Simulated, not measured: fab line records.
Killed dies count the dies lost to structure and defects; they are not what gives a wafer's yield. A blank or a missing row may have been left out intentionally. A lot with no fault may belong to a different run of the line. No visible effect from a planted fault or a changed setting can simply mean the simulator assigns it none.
2 desks, one fault    flow sky130    each desk has only its own numbers; what lay behind them comes last

## FOR THE TOOL OWNER'S DESK: lpcvd-01
The tool's own readings at SKY_POLY_GATE_CVD_00 (deposits poly-Si, target thk 180 nm, time 720 s): means of the sampled wafers that have a number, for each lot that ran on this tool. The brackets show how far a lot's mean lies from the usual mean; more than 4 standard deviations puts the lot out of limits, marked OUT.
Columns: A = pressure mtorr at SKY_POLY_GATE_CVD_00, usual 199.9 mTorr; B = zone power bottom pct at SKY_POLY_GATE_CVD_00, usual 12.1 %; C = zone power centre pct at SKY_POLY_GATE_CVD_00, usual 9.7 %
lot   first seen here  A                        B     C
L931  day 13 17:38     199.9                    12.8  10.4
L933  day 14 16:26     200.1                    11.1  9.0
L934  day 14 18:46     199.9                    12.9  10.2
L936  day 15 11:16     199.7                    11.2  9.0
L937  day 15 22:06     199.7                    12.8  10.4
L938  day 16 03:20     199.8                    13.0  10.3
L939  day 16 10:05     199.5                    11.2  8.9
L940  day 17 03:14     200.5                    11.2  9.0
L941  day 17 08:56     199.9                    11.3  9.1
L942  day 17 21:19     199.8                    12.8  10.3
L943  day 18 05:57     199.7                    11.2  9.0
L944  day 18 10:59     239.9 (+99 or more) OUT  13.0  10.4
L945  day 18 12:11     240.3 (+99 or more) OUT  12.8  10.2
L946  day 19 01:13     240.0 (+99 or more) OUT  12.8  10.4
L950  day 21 20:59     199.6                    11.2  9.0
This desk's verdict: out of limits on L944, L945, L946, starting with L944 at day 18 10:59 (pressure mtorr at SKY_POLY_GATE_CVD_00). In limits: L931, L933, L934, L936, L937, L938, L939, L940, L941, L942, L943, L950.

## AT THE METROLOGY DESK
What the gauges read for every lot (on any tool): the sampled wafers with a number, averaged. The brackets show how far a lot's mean lies from the usual mean; more than 4 standard deviations puts the lot out of limits, marked OUT.
Columns: A = POLY_GATE_CVD_00_THK at SKY_POLY_GATE_THK_MEAS_01, usual 178.8 nm
lot   first seen here  A
L931  day 13 18:50     177.7
L933  day 14 18:14     179.6
L934  day 14 20:34     175.7
L936  day 15 12:29     179.0
L937  day 15 23:18     178.6
L938  day 16 04:34     177.0
L939  day 16 11:17     178.0
L940  day 17 04:26     179.2
L941  day 17 10:08     176.7
L942  day 17 22:31     177.4
L943  day 18 07:09     179.8
L944  day 18 12:11     197.2 (+12) OUT
L945  day 18 13:23     196.9 (+12) OUT
L946  day 19 02:25     194.1 (+10) OUT
L950  day 21 22:11     178.8
Finding of this desk: L944, L945, L946 out of limits, first seen on L944 at day 18 12:11 (POLY_GATE_CVD_00_THK at SKY_POLY_GATE_THK_MEAS_01). In limits: L931, L933, L934, L936, L937, L938, L939, L940, L941, L942, L943, L950.

## ALL TOGETHER
The tool owner's desk could have raised an alarm at day 18 10:59, on L944, L945, L946.
Metrology desk: alarm possible at day 18 12:11 on L944, L945, L946.
SKY_POLY_GATE_CVD_00 was run on lpcvd-01 by each of the lots named.

## WHAT THE SIMULATOR PUT IN
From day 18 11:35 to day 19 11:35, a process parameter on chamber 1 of lpcvd-01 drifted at SKY_POLY_GATE_CVD_00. The setting pressure mtorr was moved by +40, starting from 200.
Struck lots among those shown: L944, L945, L946.
